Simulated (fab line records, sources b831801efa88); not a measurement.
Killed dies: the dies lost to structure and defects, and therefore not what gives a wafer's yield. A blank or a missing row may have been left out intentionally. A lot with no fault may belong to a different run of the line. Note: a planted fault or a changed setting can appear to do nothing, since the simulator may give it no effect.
Which of the tools did it? / flow gf180mcu / 41 wafers from 14 lots sampled at 2 of the route's 602 steps

## WHAT THE GAUGES READ, wafer by wafer
GF_MIM_THK_MEAS_06.
lot=L512; measured=day 25 07:28; on=film-metro-02; MIM_CVD_05_THK (nm)=41.5 41.9 43.3
lot=L513; measured=day 26 02:44; on=film-metro-04; MIM_CVD_05_THK (nm)=42.6 42.2 42.5
lot=L514; measured=day 26 06:00; on=film-metro-04; MIM_CVD_05_THK (nm)=41.8 42.5 42.7
lot=L516; measured=day 26 18:15; on=film-metro-02; MIM_CVD_05_THK (nm)=42.3 42.5 42.0
lot=L515; measured=day 26 22:11; on=film-metro-03; MIM_CVD_05_THK (nm)=42.9 42.5 42.5
lot=L517; measured=day 26 23:34; on=film-metro-03; MIM_CVD_05_THK (nm)=42.2 43.0 42.1
lot=L518; measured=day 27 10:35; on=film-metro-03; MIM_CVD_05_THK (nm)=42.0 41.0 41.8
lot=L519; measured=day 27 18:33; on=film-metro-04; MIM_CVD_05_THK (nm)=41.9 41.7 42.4
lot=L520; measured=day 28 01:15; on=film-metro-02; MIM_CVD_05_THK (nm)=42.0 43.1 42.6
lot=L521; measured=day 28 11:15; on=film-metro-03; MIM_CVD_05_THK (nm)=41.4 41.5 41.5
lot=L522; measured=day 28 17:22; on=film-metro-02; MIM_CVD_05_THK (nm)=41.8 42.0 41.7
lot=L523; measured=day 29 00:53; on=film-metro-04; MIM_CVD_05_THK (nm)=41.9 42.7 42.2
lot=L526; measured=day 29 21:52; on=film-metro-04; MIM_CVD_05_THK (nm)=59.4 41.7 42.2
lot=L527; measured=day 30 02:57; on=film-metro-04; MIM_CVD_05_THK (nm)=59.6 42.4

## WHAT TOOL EACH LOT RAN ON (gives the tool, then ch and the chambers of the sampled wafers, and finally the start)
lot=L512; GF_MIM_CVD_05=pecvd-04 ch 0,1, day 25 07:25
lot=L513; GF_MIM_CVD_05=pecvd-04 ch 0,1,2, day 26 02:41
lot=L514; GF_MIM_CVD_05=pecvd-01 ch 0,1,2, day 26 05:58
lot=L516; GF_MIM_CVD_05=pecvd-02 ch 0,1,2, day 26 18:13
lot=L515; GF_MIM_CVD_05=pecvd-01 ch 0,1,2, day 26 22:08
lot=L517; GF_MIM_CVD_05=pecvd-04 ch 0,1,2, day 26 23:31
lot=L518; GF_MIM_CVD_05=pecvd-02 ch 0,1,2, day 27 10:33
lot=L519; GF_MIM_CVD_05=pecvd-04 ch 1,2, day 27 18:31
lot=L520; GF_MIM_CVD_05=pecvd-04 ch 0,1,2, day 28 01:13
lot=L521; GF_MIM_CVD_05=pecvd-01 ch 1,2, day 28 11:13
lot=L522; GF_MIM_CVD_05=pecvd-01 ch 0,1,2, day 28 17:19
lot=L523; GF_MIM_CVD_05=pecvd-01 ch 1,2, day 29 00:51
lot=L526; GF_MIM_CVD_05=pecvd-01 ch 0,1,2, day 29 21:49
lot=L527; GF_MIM_CVD_05=pecvd-01 ch 0,1, day 30 02:55
- GF_MIM_CVD_05: deposits Si3N4, target thk 42 nm, time 29.086 s.

## AS READ BY THE TOOLS THEMSELVES (means over the sampled wafers that have a number; for cases with no such wafer, the mark the record gives instead)
GF_MIM_CVD_05.
lot=L512; tool=pecvd-04; heater-power-w (W)=611
lot=L513; tool=pecvd-04; heater-power-w (W)=629
lot=L514; tool=pecvd-01; heater-power-w (W)=633
lot=L516; tool=pecvd-02; heater-power-w (W)=670
lot=L515; tool=pecvd-01; heater-power-w (W)=656
lot=L517; tool=pecvd-04; heater-power-w (W)=633
lot=L518; tool=pecvd-02; heater-power-w (W)=712
lot=L519; tool=pecvd-04; heater-power-w (W)=680
lot=L520; tool=pecvd-04; heater-power-w (W)=619
lot=L521; tool=pecvd-01; heater-power-w (W)=609
lot=L522; tool=pecvd-01; heater-power-w (W)=609
lot=L523; tool=pecvd-01; heater-power-w (W)=646
lot=L526; tool=pecvd-01; heater-power-w (W)=638
lot=L527; tool=pecvd-01; heater-power-w (W)=711

## THE ANSWER, worked out from the rows above alone
Rule: usual is defined by the lots themselves. Put in order of their means at a reading, lots are off if they are a third of the lots or fewer, leave a main group of 4 or more, and stand apart from it by a gap of 3 or more times the standard deviation of the main group's means; of several such gaps the widest counts. The tables above print the reading to a certain number of digits; a main group whose means all agree to those digits is not used. Also off: a lot with no number at a reading for which 4 or more lots have one. The other lots that the step has rows for count as sound. After the gauges, taken in route order, come the tools' own readings; for these a lot's mean is taken, as printed above. The first step at which some lot is off is used, and at that step the reading that is off furthest; a lot without a number counts as furthest.
Off: at GF_MIM_THK_MEAS_06 (MIM_CVD_05_THK), L526, L527. The main group: mean 42.2 nm, standard deviation 0.36.
If a tool, at a process step before that reading, ran all the lots that are off and no sound lot after the first of them, it fits. Gauges at GF_MIM_THK_MEAS_06: tried the same way as those tools. Undecided on this evidence; 2 tools fit (pecvd-01 at GF_MIM_CVD_05, film-metro-04 at GF_MIM_THK_MEAS_06).

## WHAT THE SIMULATOR PUT IN
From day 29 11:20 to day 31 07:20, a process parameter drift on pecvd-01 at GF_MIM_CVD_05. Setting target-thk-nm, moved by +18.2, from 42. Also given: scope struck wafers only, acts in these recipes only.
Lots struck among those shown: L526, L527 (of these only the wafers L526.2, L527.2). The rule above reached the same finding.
